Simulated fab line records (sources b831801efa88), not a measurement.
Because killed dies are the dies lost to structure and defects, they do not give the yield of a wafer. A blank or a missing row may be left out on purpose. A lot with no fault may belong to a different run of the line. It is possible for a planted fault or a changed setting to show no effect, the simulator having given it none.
Chamber matching    flow gf180mcu    cmp-02 running GF_V3_CMP_26: 4 sister chambers
The step polishes, stops on SiO2, t overpolish 15 s, target thk 0 nm. 14 wafers are shown with their chamber, then 7 later ones without.

== WAFERS, EACH WITH ITS CHAMBER ==
wafer   chamber  motor current A (A)  time to endpoint s (s)  overpolish run s (s)
L651.2  3        11.6                 85                      15.012
L651.4  1        12.3                 83                      14.999
L651.5  0        10.1                 87                      14.999
L652.2  1        11.9                 83                      14.999
L652.4  0        9.8                  89                      14.999
L652.5  3        11.6                 83                      14.987
L653.1  3        11.0                 81                      15.009
L653.4  2        10.1                 81                      15.009
L653.5  3        11.5                 83                      15.009
L654.1  1        11.9                 81                      15.004
L654.2  2        9.6                  83                      14.998
L654.5  0        10.4                 87                      15.003
L662.4  3        12.2                 85                      14.999
L662.5  1        11.8                 83                      15.016

SIGNATURES (means of the wafers above)
reading             chamber 0  chamber 1  chamber 2  chamber 3  scatter within a chamber
motor current A     10.100     11.975     9.850      11.580     0.344
time to endpoint s  87.67      82.50      82.00      83.40      1.37
overpolish run s    15.00033   15.00450   15.00350   15.00320   0.0083
Rule: for each reading, subtract the chamber's mean from the wafer's reading, divide by that reading's scatter and square the result; add these up over the readings and take the root, which gives the wafer's distance from the chamber. The wafer belongs to the nearest chamber; if the next one is less than 2 further off, it can't be placed. The scatter is the square root of a quotient: the sum, over the shown wafers, of each reading's squared deviation from its chamber's mean, divided by wafers minus chambers.

== WAFERS WITH NO CHAMBER GIVEN ==
wafer   motor current A (A)  time to endpoint s (s)  overpolish run s (s)
L662.6  9.8                  86                      14.999
L663.1  10.9                 87                      15.008
L663.2  12.0                 85                      15.006
L663.6  11.1                 85                      15.006
L667.2  10.5                 86                      15.012
L667.4  11.7                 85                      14.986
L667.5  11.5                 85                      15.012

== CHAMBER TAKEN BY EACH ==
wafer   from the rows above           in truth
L662.6  can't be placed: 0 or 2       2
L663.1  can't be placed: 0 or 3 or 1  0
L663.2  can't be placed: 3 or 1       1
L663.6  can't be placed: 3 or 1 or 0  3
L667.2  can't be placed: 0 or 2 or 3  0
L667.4  can't be placed: 3 or 1       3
L667.5  can't be placed: 3 or 1       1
0 of 7 placed correctly. Not placeable from these rows: 7 (in 7, the candidates include the true chamber). Placed wrongly: 0.
